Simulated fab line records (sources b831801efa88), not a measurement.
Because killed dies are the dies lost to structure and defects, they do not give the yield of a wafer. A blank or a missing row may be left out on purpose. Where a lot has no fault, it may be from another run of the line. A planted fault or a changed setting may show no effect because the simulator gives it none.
fab line records	flow sky130
record lots=13	wafers=39	lastDay=50
route steps=708 shown GATE_OXIDE@189 POLY_GATE@229 LDD_N@247 PAD_OPEN@708
lots that met no fault: from a run of the same line without faults
startH: hours from the record's first day to the start of the lot's first wafer shown	waitH: hours elapsed since this lot's preceding step	" as in the row above	L1.1+2: several wafers, shown together as one row	- no value present, or no start provided	* or withheld: withheld	< > ~ a bound
route shown NAME@n: NAME is a module with steps in the file, n the number in the route of the first one	usual: average and standard deviation across the fault-free wafers	same: alike in all rows	chamber/n: place in a boat	sites: per-site readings	_std_site: their standard deviation	_edge_site: outer sites' mean less inner sites'	radiusMm: for every site, how far away it sits from the centre of the wafer	mask NAME#n: copy n	behind: the last tool/chamber to shape the wafer	hold: reason for holding the lot/hours on hold/outcome of the hold	device: transistor that didn't switch, given as n, p or np	end of line: the route-end tests of the same wafers	a step with no rows: only its recipe	killed: dies that structure and defects cost at the first sort, which is not the same as the wafer's yield	map: dies across one wafer; x = killed, . = not, _ = none there
set.NAME: setting as actually run; set.NAME@STEP: the setting as run at that earlier step	model.NAME: the simulator's own value behind a step, which no gauge read
one table for each step of the route and one row for each wafer, over a sample of lots
services: from which hour (startH, from the record's first day; less than 0 if before it) a tool's chamber was out of use, for how many hours, and why
## steps
# step SKY_GATE_OXIDE_THK_MEAS_02
# recipe reads=SiO2_of_GATE_OXIDE_OXIDATION_01
# usual GATE_OXIDE_OXIDATION_00_THK=10.24/0.21
lot.wafer	tool	chamber	startH	waitH	GATE_OXIDE_OXIDATION_00_THK[nm]
L177.1	filmMetro-02	-	289.40	0.0	10.08
L177.4	"	-	"	"	10.07
L177.5	"	-	"	"	10.16
L178.1	filmMetro-01	-	301.67	0.0	9.86
L178.3	"	-	"	"	9.76
L178.4	"	-	"	"	9.77
L179.1	filmMetro-04	-	301.67	0.0	10.06
L179.4	"	-	"	"	10.04
L179.6	"	-	"	"	10.03
L180.2	filmMetro-02	-	315.00	0.0	10.38
L180.3	"	-	"	"	10.48
L180.5	"	-	"	"	10.31
L181.3	filmMetro-01	-	320.71	0.0	10.43
L181.4	"	-	"	"	10.36
L181.5	"	-	"	"	10.48
L182.2	filmMetro-02	-	331.29	0.0	10.27
L182.3	"	-	"	"	10.35
L182.6	"	-	"	"	10.27
L185.3	filmMetro-04	-	351.90	0.0	9.88
L185.4	"	-	"	"	9.94
L185.6	"	-	"	"	10.03
L191.1	filmMetro-02	-	410.83	0.0	10.15
L191.4	"	-	"	"	10.29
L191.6	"	-	"	"	10.13
L193.1	filmMetro-01	-	429.12	0.0	10.30
L193.3	"	-	"	"	10.46
L193.4	"	-	"	"	10.42
L195.2	filmMetro-01	-	437.47	0.0	10.56
L195.3	"	-	"	"	10.41
L195.4	"	-	"	"	10.37
L197.1	filmMetro-04	-	455.51	0.0	10.32
L197.4	"	-	"	"	10.54
L197.5	"	-	"	"	10.43
L198.2	filmMetro-02	-	465.23	0.0	10.11
L198.5	"	-	"	"	10.23
L198.6	"	-	"	"	10.27
L199.3	filmMetro-02	-	487.17	0.0	10.17
L199.4	"	-	"	"	10.19
L199.5	"	-	"	"	10.30
# step SKY_POLY_GATE_ETCH_15
# recipe chemistry=N2/H2	target=BARC	ionEnergyEv=200	sourceW=500	biasW=100	pressureMtorr=30	n2FlowSccm=100	h2FlowSccm=200	stopOn=SiO2	timeS=118.5	targetDepthA=1100
# usual drypumpMotorCurrentA=5.9/0.52	oesProductAu=0.716/0.0044	throttleValvePct=13.212/0.0084
lot.wafer	tool	chamber	startH	waitH	drypumpMotorCurrentA	oesProductAu	rfHoursCounterH	throttleValvePct
L177.1	rieDiel-01	0	376.19	0.0	5.7	0.719	2	13.215
L177.4	"	2	"	"	6.5	0.717	-	13.210
L177.5	"	0	"	"	5.7	0.724	-	13.200
L178.1	rieDiel-03	3	389.27	0.0	6.7	0.712	7	13.209
L178.3	"	1	"	"	5.3	0.719	87	13.207
L178.4	"	1	"	"	5.3	0.711	-	13.227
L179.1	rieDiel-04	3	390.79	0.0	6.1	0.724	25	13.224
L179.4	"	2	"	"	6.5	0.718	-	13.207
L179.6	"	1	"	"	5.1	0.717	-	13.218
L180.2	rieDiel-03	2	404.44	0.0	5.1	0.721	0	13.204
L180.3	"	3	"	"	6.7	0.715	7	13.219
L180.5	"	3	"	"	6.7	0.715	-	13.213
L181.3	rieDiel-03	3	412.29	0.0	6.7	0.720	7	13.220
L181.4	"	2	"	"	5.1	0.717	0	13.196
L181.5	"	1	"	"	5.3	0.711	-	13.207
L182.2	rieDiel-04	0	421.46	0.0	6.1	0.712	4	13.225
L182.3	"	2	"	"	6.5	0.713	3	13.217
L182.6	"	0	"	"	6.1	0.714	-	13.208
L185.3	rieDiel-04	1	446.89	0.0	5.1	0.710	5	13.205
L185.4	"	2	"	"	6.5	0.719	4	13.208
L185.6	"	3	"	"	6.0	0.719	-	13.215
L191.1	rieDiel-01	2	508.91	0.0	6.5	0.710	47	13.212
L191.4	"	1	"	"	5.7	0.720	6	13.216
L191.6	"	3	"	"	5.8	0.705	-	13.215
L193.1	rieDiel-03	2	525.26	0.0	5.0	0.718	2	13.210
L193.3	"	3	"	"	6.7	0.715	9	13.215
L193.4	"	2	"	"	5.0	0.715	-	13.220
L195.2	rieDiel-04	0	534.54	0.0	6.1	0.719	6	13.206
L195.3	"	2	"	"	6.5	0.726	5	13.220
L195.4	"	3	"	"	6.0	0.715	27	13.218
L197.1	rieDiel-04	2	553.44	0.0	6.4	0.719	6	13.220
L197.4	"	3	"	"	6.1	0.717	28	13.214
L197.5	"	1	"	"	5.1	0.714	-	13.213
L198.2	rieDiel-01	2	560.79	0.0	6.5	0.714	48	13.200
L198.5	"	0	"	"	5.7	0.715	-	13.200
L198.6	"	3	"	"	5.8	0.712	-	13.215
L199.3	rieDiel-01	2	582.39	0.0	6.6	0.715	49	13.219
L199.4	"	3	"	"	5.8	0.719	4	13.205
L199.5	"	3	"	"	5.8	0.717	-	13.219
# step SKY_POLY_GATE_CD_MEAS_22
# usual cdNm=150.1/1.9
lot.wafer	tool	chamber	startH	waitH	cdNm
L177.1	cdSem-01	-	379.48	0.1	148.8
L177.4	"	-	"	"	151.2
L177.5	"	-	"	"	149.0
L178.1	cdSem-01	-	391.31	0.1	149.2
L178.3	"	-	"	"	148.6
L178.4	"	-	"	"	150.2
L179.1	cdSem-02	-	394.78	0.1	147.6
L179.4	"	-	"	"	150.5
L179.6	"	-	"	"	148.4
L180.2	cdSem-02	-	406.58	0.1	144.7
L180.3	"	-	"	"	146.3
L180.5	"	-	"	"	147.7
L181.3	cdSem-01	-	415.07	0.1	148.2
L181.4	"	-	"	"	148.4
L181.5	"	-	"	"	148.2
L182.2	cdSem-01	-	423.34	0.1	148.6
L182.3	"	-	"	"	148.6
L182.6	"	-	"	"	148.1
L185.3	cdSem-01	-	450.65	0.1	150.5
L185.4	"	-	"	"	150.9
L185.6	"	-	"	"	152.0
L191.1	cdSem-01	-	510.61	0.1	149.8
L191.4	"	-	"	"	153.8
L191.6	"	-	"	"	150.0
L193.1	cdSem-02	-	526.96	0.1	151.4
L193.3	"	-	"	"	148.5
L193.4	"	-	"	"	147.5
L195.2	cdSem-02	-	536.56	0.1	152.4
L195.3	"	-	"	"	153.0
L195.4	"	-	"	"	153.8
L197.1	cdSem-02	-	555.13	0.1	150.6
L197.4	"	-	"	"	152.0
L197.5	"	-	"	"	147.9
L198.2	cdSem-01	-	562.51	0.1	150.6
L198.5	"	-	"	"	148.0
L198.6	"	-	"	"	148.2
L199.3	cdSem-01	-	584.14	0.1	151.3
L199.4	"	-	"	"	150.1
L199.5	"	-	"	"	151.2
# step SKY_LDD_N_IMPLANT_10
# recipe species=As	energyKev=20	doseCm2=7.5e+13	tiltDeg=withheld	rotationDeg=203
# usual doseIonsCm2=7.498e+13/7.7e+10	faradayCurrentUA=422/8.5
lot.wafer	tool	chamber	startH	waitH	doseIonsCm2	faradayCurrentUA
L177.1	implanter-04	0	409.01	0.1	7.514e+13	422
L177.4	"	0	"	"	7.492e+13	414
L177.5	"	0	"	"	7.496e+13	413
L178.1	implanter-02	0	421.12	0.1	7.493e+13	416
L178.3	"	0	"	"	7.511e+13	420
L178.4	"	0	"	"	7.504e+13	427
L179.1	implanter-04	0	425.82	0.1	7.479e+13	415
L179.4	"	0	"	"	7.507e+13	418
L179.6	"	0	"	"	7.499e+13	430
L180.2	implanter-04	0	436.89	0.1	7.484e+13	429
L180.3	"	0	"	"	7.502e+13	433
L180.5	"	0	"	"	7.493e+13	430
L181.3	implanter-04	0	445.06	0.1	7.502e+13	427
L181.4	"	0	"	"	7.493e+13	425
L181.5	"	0	"	"	7.497e+13	424
L182.2	implanter-04	0	454.79	0.1	6.93e+13	402
L182.3	"	0	"	"	6.937e+13	383
L182.6	"	0	"	"	6.932e+13	394
L185.3	implanter-04	0	482.06	0.1	6.918e+13	396
L185.4	"	0	"	"	6.924e+13	397
L185.6	"	0	"	"	6.935e+13	384
L191.1	implanter-01	0	540.85	0.1	7.508e+13	432
L191.4	"	0	"	"	7.501e+13	414
L191.6	"	0	"	"	7.512e+13	421
L193.1	implanter-04	0	557.16	0.1	7.498e+13	420
L193.3	"	0	"	"	7.498e+13	419
L193.4	"	0	"	"	7.512e+13	412
L195.2	implanter-01	0	566.60	0.1	7.504e+13	414
L195.3	"	0	"	"	7.495e+13	410
L195.4	"	0	"	"	7.514e+13	419
L197.1	implanter-01	0	584.87	0.1	7.488e+13	426
L197.4	"	0	"	"	7.509e+13	428
L197.5	"	0	"	"	7.502e+13	430
L198.2	implanter-02	0	592.15	0.1	7.497e+13	430
L198.5	"	0	"	"	7.487e+13	413
L198.6	"	0	"	"	7.505e+13	409
L199.3	implanter-04	0	613.56	0.1	7.495e+13	409
L199.4	"	0	"	"	7.487e+13	418
L199.5	"	0	"	"	7.498e+13	424
# step SKY_PAD_OPEN_PROBE_99
# usual killed_at_M0_to_M3=43/7.2	killed_at_M4_up=3.0/1.7	killedAtContacts=24/5.3	killedAtFrontEnd=15/4.6	killedAtOther=0.3/0.5	killedDies=85/10	killedOpen=46/7.2	killedShort=39/6.4
# same grossDies=492	killedAtBackSide=0
lot.wafer	tool	chamber	startH	waitH	killed_at_M0_to_M3	killed_at_M4_up	killedAtContacts	killedAtFrontEnd	killedAtOther	killedDies	killedOpen	killedShort
L177.1	prober-01	-	1083.75	0.1	53	3	22	19	1	98	53	45
L177.4	prober-01	-	1083.90	0.2	49	1	27	13	0	90	48	42
L177.5	prober-01	-	1083.95	0.2	41	3	21	19	0	84	51	33
L181.3	prober-01	-	1106.19	0.2	38	2	20	22	0	82	40	42
L181.4	prober-01	-	1106.24	0.2	43	1	24	19	0	87	37	50
L181.5	prober-01	-	1106.29	0.2	43	2	22	20	0	87	51	36
L185.3	prober-01	-	1128.06	0.2	39	4	39	13	0	95	58	37
L185.4	prober-01	-	1128.11	0.2	47	3	37	10	0	97	51	46
L185.6	prober-01	-	1128.21	0.2	43	4	21	13	1	82	39	43
L191.1	prober-01	-	1167.63	0.1	42	2	19	12	0	75	47	28
L191.4	prober-01	-	1167.78	0.2	51	7	9	20	1	88	46	42
L191.6	prober-01	-	1167.88	0.2	41	4	26	10	0	81	44	37
L193.1	prober-01	-	1176.51	0.1	46	5	21	11	0	83	40	43
L193.3	prober-01	-	1176.61	0.2	34	1	27	10	0	72	34	38
L193.4	prober-01	-	1176.66	0.2	37	3	24	12	1	77	45	32
L197.1	prober-01	-	1191.35	0.1	55	5	23	13	0	96	54	42
L197.4	prober-01	-	1191.50	0.2	39	1	22	23	0	85	53	32
L197.5	prober-01	-	1191.55	0.2	51	4	25	22	1	103	55	48
L198.2	prober-02	-	1193.50	0.1	46	3	29	9	1	88	50	38
L198.5	prober-02	-	1193.65	0.2	51	3	21	13	0	88	45	43
L198.6	prober-02	-	1193.70	0.2	50	6	19	15	1	91	45	46
L199.3	prober-01	-	1207.45	0.2	36	4	24	19	0	83	46	37
L199.4	prober-01	-	1207.50	0.2	40	1	25	13	1	80	45	35
L199.5	prober-01	-	1207.55	0.2	40	4	23	16	1	84	45	39
# killed by level:class
L177.1 VIA3:geometricParticle:open=14 VIA1:geometricParticle:open=11 CONTACT:geometricParticle:open=9 POLY_GATE:geometricParticle:short=8 VIA2:geometricParticle:open=8 CONTACT:geometricParticle:short=5 VIA1:geometricParticle:short=5 POLY_CUT:geometricParticle:short=4
L177.4 VIA1:geometricParticle:open=15 CONTACT:geometricParticle:open=7 VIA2:geometricParticle:open=7 CONTACT:geometricParticle:short=6 LI_CONTACT:geometricParticle:short=5 LI_CONTACT:geometricParticle:open=5 METAL3:geometricParticle:short=5 VIA1:geometricParticle:short=5
L177.5 VIA1:geometricParticle:open=10 VIA2:geometricParticle:open=8 LI_CONTACT:geometricParticle:open=7 CONTACT:geometricParticle:open=6 VIA3:geometricParticle:open=6 FIELD_ISO:geometricParticle:short=5 POLY_GATE:geometricParticle:short=5 LOCAL_INTERCONNECT:geometricParticle:short=5
L181.3 METAL2:geometricParticle:short=8 FIELD_ISO:geometricParticle:short=7 VIA1:geometricParticle:open=7 CONTACT:geometricParticle:open=6 VIA2:geometricParticle:open=6 POLY_GATE:geometricParticle:open=5 POLY_GATE:geometricParticle:short=4 LI_CONTACT:geometricParticle:open=4
L181.4 VIA3:geometricParticle:open=10 FIELD_ISO:geometricParticle:short=7 VIA1:geometricParticle:short=7 CONTACT:geometricParticle:short=6 LOCAL_INTERCONNECT:geometricParticle:short=6 LI_CONTACT:geometricParticle:open=5 CONTACT:geometricParticle:open=5 METAL1:geometricParticle:short=5
L181.5 VIA1:geometricParticle:open=13 CONTACT:geometricParticle:open=10 FIELD_ISO:geometricParticle:short=7 VIA3:geometricParticle:open=6 LI_CONTACT:geometricParticle:open=6 VIA1:geometricParticle:short=6 VIA2:geometricParticle:open=5 POLY_GATE:geometricParticle:short=4
L185.3 CONTACT:geometricParticle:open=18 VIA1:geometricParticle:open=10 LI_CONTACT:geometricParticle:open=8 CONTACT:geometricParticle:short=8 METAL2:geometricParticle:short=6 VIA3:geometricParticle:open=5 FIELD_ISO:geometricParticle:open=4 VIA2:geometricParticle:open=4
L185.4 CONTACT:geometricParticle:open=13 VIA1:geometricParticle:open=10 CONTACT:geometricParticle:short=9 VIA3:geometricParticle:open=9 LI_CONTACT:geometricParticle:open=8 METAL2:geometricParticle:short=7 VIA1:geometricParticle:short=6 LI_CONTACT:geometricParticle:short=4
L185.6 VIA1:geometricParticle:open=11 LI_CONTACT:geometricParticle:open=6 VIA1:geometricParticle:short=6 METAL2:geometricParticle:short=6 VIA2:geometricParticle:open=5 CONTACT:geometricParticle:open=5 FIELD_ISO:geometricParticle:short=4 LOCAL_INTERCONNECT:geometricParticle:short=4
L191.1 VIA1:geometricParticle:open=10 LI_CONTACT:geometricParticle:open=7 CONTACT:geometricParticle:open=7 FIELD_ISO:geometricParticle:open=6 METAL1:geometricParticle:short=6 METAL2:geometricParticle:short=6 VIA2:geometricParticle:open=5 VIA2:geometricParticle:short=4
L191.4 VIA1:geometricParticle:open=8 VIA2:geometricParticle:open=8 FIELD_ISO:geometricParticle:open=7 VIA3:geometricParticle:open=7 METAL1:geometricParticle:short=6 VIA1:geometricParticle:short=6 METAL2:geometricParticle:short=5 POLY_GATE:geometricParticle:short=4
L191.6 LI_CONTACT:geometricParticle:open=10 METAL2:geometricParticle:short=7 VIA1:geometricParticle:open=7 VIA2:geometricParticle:open=7 VIA3:geometricParticle:open=6 CONTACT:geometricParticle:open=6 CONTACT:geometricParticle:short=6 FIELD_ISO:geometricParticle:open=4
L193.1 CONTACT:geometricParticle:open=8 METAL2:geometricParticle:short=8 VIA3:geometricParticle:short=7 VIA3:geometricParticle:open=7 VIA1:geometricParticle:open=7 CONTACT:geometricParticle:short=6 POLY_GATE:geometricParticle:short=4 METAL1:geometricParticle:short=4
L193.3 CONTACT:geometricParticle:open=9 VIA1:geometricParticle:open=8 LI_CONTACT:geometricParticle:open=6 CONTACT:geometricParticle:short=6 METAL2:geometricParticle:short=5 VIA1:geometricParticle:short=5 FIELD_ISO:geometricParticle:short=4 VIA3:geometricParticle:open=4
L193.4 CONTACT:geometricParticle:open=9 VIA3:geometricParticle:open=9 LI_CONTACT:geometricParticle:open=8 VIA1:geometricParticle:short=7 VIA1:geometricParticle:open=5 VIA2:geometricParticle:open=5 METAL2:geometricParticle:short=4 FIELD_ISO:geometricParticle:open=3
L197.1 VIA1:geometricParticle:open=18 VIA1:geometricParticle:short=10 VIA2:geometricParticle:open=10 LI_CONTACT:geometricParticle:open=8 CONTACT:geometricParticle:open=8 FIELD_ISO:geometricParticle:short=6 METAL2:geometricParticle:short=5 METAL3:geometricParticle:short=5
L197.4 VIA1:geometricParticle:open=11 FIELD_ISO:geometricParticle:short=9 FIELD_ISO:geometricParticle:open=8 LI_CONTACT:geometricParticle:open=8 CONTACT:geometricParticle:open=8 VIA1:geometricParticle:short=7 VIA2:geometricParticle:open=7 CONTACT:geometricParticle:short=5
L197.5 VIA1:geometricParticle:open=16 CONTACT:geometricParticle:open=11 FIELD_ISO:geometricParticle:short=8 FIELD_ISO:geometricParticle:open=6 CONTACT:geometricParticle:short=6 METAL1:geometricParticle:short=6 VIA1:geometricParticle:short=6 VIA2:geometricParticle:open=5
L198.2 VIA1:geometricParticle:open=16 CONTACT:geometricParticle:open=10 LOCAL_INTERCONNECT:geometricParticle:short=9 METAL2:geometricParticle:short=8 LI_CONTACT:geometricParticle:open=6 VIA2:geometricParticle:open=6 POLY_GATE:geometricParticle:open=4 VIA1:geometricParticle:short=4
L198.5 VIA2:geometricParticle:open=12 LI_CONTACT:geometricParticle:open=8 VIA1:geometricParticle:open=7 VIA1:geometricParticle:short=6 VIA3:geometricParticle:short=6 CONTACT:geometricParticle:open=5 FIELD_ISO:geometricParticle:short=4 CONTACT:geometricParticle:short=4
L198.6 VIA1:geometricParticle:open=12 METAL1:geometricParticle:short=9 METAL2:geometricParticle:short=8 LI_CONTACT:geometricParticle:open=6 CONTACT:geometricParticle:open=6 VIA2:geometricParticle:open=6 FIELD_ISO:geometricParticle:open=5 VIA2:geometricParticle:short=4
L199.3 VIA1:geometricParticle:open=10 LI_CONTACT:geometricParticle:open=8 POLY_GATE:geometricParticle:short=7 CONTACT:geometricParticle:open=6 METAL1:geometricParticle:short=5 FIELD_ISO:geometricParticle:short=4 FIELD_ISO:geometricParticle:open=4 CONTACT:geometricParticle:short=4
L199.4 VIA3:geometricParticle:open=12 VIA1:geometricParticle:open=9 CONTACT:geometricParticle:open=7 LI_CONTACT:geometricParticle:open=5 LOCAL_INTERCONNECT:geometricParticle:short=5 VIA1:geometricParticle:short=5 FIELD_ISO:geometricParticle:open=4 METAL1:geometricParticle:short=4
L199.5 LI_CONTACT:geometricParticle:open=9 VIA1:geometricParticle:open=8 POLY_GATE:geometricParticle:open=5 VIA3:geometricParticle:open=5 CONTACT:geometricParticle:open=5 METAL2:geometricParticle:short=5 VIA2:geometricParticle:short=5 POLY_GATE:geometricParticle:short=4
## services
tool	chamber	startH	hours	kind
rieDiel-03	0	374.27	3.0	repair
rieDiel-04	-	374.83	14.6	pm
implanter-01	-	389.87	5.1	pm
rieDiel-04	0	390.40	4.1	repair
rieDiel-04	3	391.02	3.5	repair
rieDiel-04	2	398.71	10.5	repair
rieDiel-01	-	409.23	2.3	repair
rieDiel-04	3	421.42	9.7	repair
implanter-01	-	428.88	0.7	repair
implanter-01	-	431.14	4.7	repair
implanter-02	-	447.69	2.0	repair
rieDiel-03	-	493.02	0.3	repair
implanter-04	-	500.36	0.7	repair
rieDiel-03	2	501.81	16.1	repair
implanter-04	-	516.11	5.6	pm
rieDiel-03	0	517.27	3.3	repair
rieDiel-03	-	529.21	10.0	repair
rieDiel-01	0	534.79	7.2	repair
rieDiel-03	3	537.80	39.3	repair
implanter-04	-	549.93	0.8	repair
rieDiel-04	0	554.80	3.1	repair
rieDiel-01	-	588.87	2.8	pm
rieDiel-03	1	595.13	9.1	repair
rieDiel-03	2	595.89	5.5	repair
## key
firstSign step=SKY_LDD_N_IMPLANT_10	reading=doseIonsCm2	direction=down	sigmas=74	usual=*	struck=*
effect step=SKY_LDD_N_IMPLANT_10	reading=faradayCurrentUA	direction=down	sigmas=3.5	usual=422	struck=393
metAt SKY_LDD_N_IMPLANT_10
struckLots L182,L185
testerLeftOut L182,L185
notActingAt SKY_GATE_OXIDE_THK_MEAS_02,SKY_POLY_GATE_ETCH_15,SKY_POLY_GATE_CD_MEAS_22
onsetBetween 445.06 454.79
fault kind=processParameterDrift	tool=implanter-04	chamber=-	onsetH=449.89	steps=SKY_LDD_N_IMPLANT_10	channel=doseCm2	offset=*	shape=step	endH=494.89	actsIn=*	stated=*
# testerLeftOut: of these lots the tester's yield and bins aren't shown, on N5 and GAA mostly nor the transistor test; their killed dies are dies lost to structure and defects alone, not to doping, threshold or leakage, so they don't give the yield
